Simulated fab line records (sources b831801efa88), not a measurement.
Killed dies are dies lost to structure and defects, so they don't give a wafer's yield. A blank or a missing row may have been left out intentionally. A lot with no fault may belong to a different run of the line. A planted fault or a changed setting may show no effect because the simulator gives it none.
Chamber matching :: flow gf180mcu :: GF_V4_CMP_26 on cmp-01: 4 sister chambers
The step polishes, stops on SiO2, t overpolish 15 s, target thk 0 nm. 8 wafers are shown with their chamber, then 7 later ones without.

== EACH WAFER AND ITS CHAMBER ==
wafer: L597.1
chamber: 3
motorCurrentA (A): 12.2
timeToEndpointS (s): 90

wafer: L598.1
chamber: 0
motorCurrentA (A): 9.6
timeToEndpointS (s): 83

wafer: L598.3
chamber: 1
motorCurrentA (A): 10.7
timeToEndpointS (s): 85

wafer: L600.3
chamber: 1
motorCurrentA (A): 10.8
timeToEndpointS (s): 84

wafer: L601.1
chamber: 3
motorCurrentA (A): 11.5
timeToEndpointS (s): 89

wafer: L601.2
chamber: 2
motorCurrentA (A): 10.9
timeToEndpointS (s): 80

wafer: L601.6
chamber: 2
motorCurrentA (A): 10.9
timeToEndpointS (s): 81

wafer: L609.3
chamber: 0
motorCurrentA (A): 9.3
timeToEndpointS (s): 84

== WAFERS MISSING THEIR CHAMBER ==
wafer: L609.6
motorCurrentA (A): 9.5
timeToEndpointS (s): 83

wafer: L611.2
motorCurrentA (A): 11.8
timeToEndpointS (s): 93

wafer: L611.3
motorCurrentA (A): 10.6
timeToEndpointS (s): 85

wafer: L611.6
motorCurrentA (A): 10.8
timeToEndpointS (s): 84

wafer: L616.2
motorCurrentA (A): 10.6
timeToEndpointS (s): 84

wafer: L616.4
motorCurrentA (A): 9.5
timeToEndpointS (s): 85

wafer: L616.6
motorCurrentA (A): 10.9
timeToEndpointS (s): 85

== WHICH CHAMBER EACH ONE RAN IN ==
wafer: L609.6
from the rows above: 0
in truth: 0

wafer: L611.2
from the rows above: 3
in truth: 3

wafer: L611.3
from the rows above: 1
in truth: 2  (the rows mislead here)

wafer: L611.6
from the rows above: 1
in truth: 1

wafer: L616.2
from the rows above: 1
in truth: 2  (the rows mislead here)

wafer: L616.4
from the rows above: 0
in truth: 0

wafer: L616.6
from the rows above: 1
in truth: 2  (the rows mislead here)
Correct placement for 4 of the 7. From these rows, 0 cannot be placed. 3 placed wrongly.
How it was worked out, from the rows above alone: a wafer's distance from a chamber is the root of the sum, over the readings, of the square of ((its reading less the chamber's mean) divided by the reading's scatter). The wafer belongs to the nearest chamber; if the next one is less than 2 further off, it can't be placed. Each chamber's mean is taken over the wafers shown for it. How the scatter is found: for the shown wafers, subtract from each reading the mean of its chamber, square and add these, divide the total by (wafers less chambers), then take the root.
